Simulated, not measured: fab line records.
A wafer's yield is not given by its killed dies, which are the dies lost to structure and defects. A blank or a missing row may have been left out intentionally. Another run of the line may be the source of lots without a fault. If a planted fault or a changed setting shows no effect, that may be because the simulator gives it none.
Which tool did it? + flow sky130 + 42 wafers from 14 lots sampled at 4 of the route's 708 steps

WHAT THE GAUGES READ, wafer by wafer
SKY_POLY_GATE_OVL_MEAS_14. Usual: for POLY_GATE_OVL the level is -2 nm and the standard deviation is 5.5.
| lot  | measured     | on         | POLY_GATE_OVL (nm) | flag |
|------|--------------|------------|--------------------|------|
| L318 | day 16 20:27 | overlay-01 | -12 0 0            |      |
| L319 | day 16 20:48 | overlay-02 | 7 2 -1             |      |
| L321 | day 17 07:03 | overlay-01 | -7 -2 0            |      |
| L323 | day 19 11:41 | overlay-02 | 0 4 -3             |      |
| L328 | day 21 04:50 | overlay-02 | -10 2 -10          |      |
| L327 | day 21 07:02 | overlay-02 | -2 5 -1            |      |
| L326 | day 21 07:13 | overlay-01 | -6 -5 0            |      |
| L330 | day 22 01:03 | overlay-02 | -8 -9 0            |      |
| L334 | day 22 23:34 | overlay-02 | 2 3 -1             |      |
| L333 | day 23 02:09 | overlay-02 | -8 -1 3            |      |
| L336 | day 23 13:19 | overlay-01 | -15 -11 -8         |      |
| L338 | day 23 21:34 | overlay-01 | -10 -7 -4          |      |
| L340 | day 24 06:01 | overlay-02 | -7 2 -10           |      |
| L339 | day 24 10:32 | overlay-02 | -1 -4 -3           |      |

SKY_LDD_P_OVL_MEAS_08. Usual: for LDD_P_OVL the level is -0.1 nm and the standard deviation is 1.2.
| lot  | measured     | on         | LDD_P_OVL (nm) | flag |
|------|--------------|------------|----------------|------|
| L318 | day 19 13:59 | overlay-02 | -0.5 2.8 -0.1  |      |
| L319 | day 19 11:58 | overlay-01 | -0.3 -0.9 -1.2 |      |
| L321 | day 19 22:39 | overlay-02 | -0.4 0.5 0.9   |      |
| L323 | day 22 05:32 | overlay-02 | 1.7 1.4 3.6    |      |
| L328 | day 23 21:23 | overlay-02 | 1.0 0.7 -0.2   |      |
| L327 | day 23 22:34 | overlay-02 | -0.9 0.0 0.2   |      |
| L326 | day 23 23:07 | overlay-02 | 1.1 0.7 -0.1   |      |
| L330 | day 24 15:32 | overlay-02 | 2.3 -0.7 0.8   |      |
| L334 | day 25 14:41 | overlay-02 | 0.1 1.4 0.3    |      |
| L333 | day 25 16:26 | overlay-01 | -0.2 0.1 0.6   |      |
| L336 | day 26 03:52 | overlay-02 | -0.2 -0.5 -0.3 |      |
| L338 | day 26 11:47 | overlay-02 | -0.2 0.6 -0.4  |      |
| L340 | day 26 18:43 | overlay-02 | -0.8 0.7 -1.7  |      |
| L339 | day 27 00:58 | overlay-01 | -1.2 -1.1 -0.8 |      |

SKY_SD_P_TW_MEAS_11. Usual: for SD_P_TW the level is 2810 and the standard deviation is 15.
| lot  | measured     | on            | SD_P_TW        | flag |
|------|--------------|---------------|----------------|------|
| L318 | day 26 01:40 | film_metro-02 | 2800 2791 2781 |      |
| L319 | day 25 22:00 | film_metro-03 | 2807 2787 2800 |      |
| L321 | day 26 11:25 | film_metro-01 | 2820 2802 2843 |      |
| L323 | day 28 13:28 | film_metro-02 | 2815 2808 2802 |      |
| L328 | day 30 00:16 | film_metro-01 | 2811 2831 2824 |      |
| L327 | day 30 01:54 | film_metro-02 | 2813 2810 2817 |      |
| L326 | day 30 04:40 | film_metro-01 | 2824 2830 2822 |      |
| L330 | day 30 19:21 | film_metro-03 | 2786 2776 2790 |      |
| L334 | day 31 17:42 | film_metro-02 | 2814 2832 2821 |      |
| L333 | day 31 18:46 | film_metro-01 | 2800 2804 2813 |      |
| L336 | day 32 02:53 | film_metro-01 | 2811 2816 2804 |      |
| L338 | day 32 11:19 | film_metro-02 | 2828 2803 2802 |      |
| L340 | day 32 19:51 | film_metro-01 | 2809 2816 2811 |      |
| L339 | day 32 22:11 | film_metro-02 | 2800 2810 2810 |      |

EACH LOT AND THE TOOL THAT RAN IT (in order: tool; ch and the chambers of the sampled wafers; start)
| lot  | SKY_LDD_LDN_IMPLANT_11          |
|------|---------------------------------|
| L318 | implanter-03 ch 0, day 23 10:28 |
| L319 | implanter-02 ch 0, day 23 08:18 |
| L321 | implanter-01 ch 0, day 23 18:19 |
| L323 | implanter-02 ch 0, day 26 01:11 |
| L328 | implanter-02 ch 0, day 27 14:11 |
| L327 | implanter-01 ch 0, day 27 14:47 |
| L326 | implanter-02 ch 0, day 27 16:28 |
| L330 | implanter-01 ch 0, day 28 08:47 |
| L334 | implanter-01 ch 0, day 29 05:29 |
| L333 | implanter-03 ch 0, day 29 06:53 |
| L336 | implanter-01 ch 0, day 29 17:10 |
| L338 | implanter-01 ch 0, day 30 01:29 |
| L340 | implanter-01 ch 0, day 30 10:08 |
| L339 | implanter-01 ch 0, day 30 13:19 |
- SKY_LDD_LDN_IMPLANT_11

AS READ BY THE TOOLS THEMSELVES (means over the sampled wafers that have a number; for cases with no such wafer, the mark the record gives instead)
SKY_LDD_LDN_IMPLANT_11. Usual: beam_energy_keV 14.999, standard deviation 0.0045.
| lot  | tool         | beam_energy_keV | flag |
|------|--------------|-----------------|------|
| L318 | implanter-03 | 14.998          |      |
| L319 | implanter-02 | 14.997          |      |
| L321 | implanter-01 | 14.999          |      |
| L323 | implanter-02 | 14.996          |      |
| L328 | implanter-02 | 15.701          | OFF  |
| L327 | implanter-01 | 14.999          |      |
| L326 | implanter-02 | 15.703          | OFF  |
| L330 | implanter-01 | 14.999          |      |
| L334 | implanter-01 | 14.998          |      |
| L333 | implanter-03 | 14.998          |      |
| L336 | implanter-01 | 14.995          |      |
| L338 | implanter-01 | 15.001          |      |
| L340 | implanter-01 | 15.001          |      |
| L339 | implanter-01 | 14.994          |      |

THE ANSWER, worked out from the rows above alone
Rule: lot off if the mean of its wafers having a number is beyond 3 standard deviations from the usual mean. Also off: a lot with no number at a reading for which 4 or more lots have one. All remaining lots with rows at the step are treated as sound. Order of review: gauges by route order, followed by the tools' own readings, for which a lot's mean as printed above is used. The first step at which some lot is off is used, and at that step the reading that is off furthest; a lot without a number counts as furthest.
Off: L328, L326, at SKY_LDD_LDN_IMPLANT_11 (beam_energy_keV).
A tool fits if, at that step or a process step before it, it ran every lot that is off, and no sound lot after the first of them. One fits: SKY_LDD_LDN_IMPLANT_11 on implanter-02. A fault onset in the window from L323 (day 26 01:11, its last sound lot) to L328 (day 27 14:11, its first lot off) fits.
On the lots that are off, the tool's own readings at SKY_LDD_LDN_IMPLANT_11 differ by more than 5 times the standard deviation of the sound lots' means, which bears it out; beam_energy_keV reads 15.702 there versus 14.998 on the sound lots.

WHAT WAS PUT IN BY THE SIMULATOR
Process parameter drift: implanter-02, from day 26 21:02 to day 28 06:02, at SKY_LDD_LDN_IMPLANT_11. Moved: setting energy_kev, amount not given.
Struck lots among those shown: L328, L326. The rule above found the same.
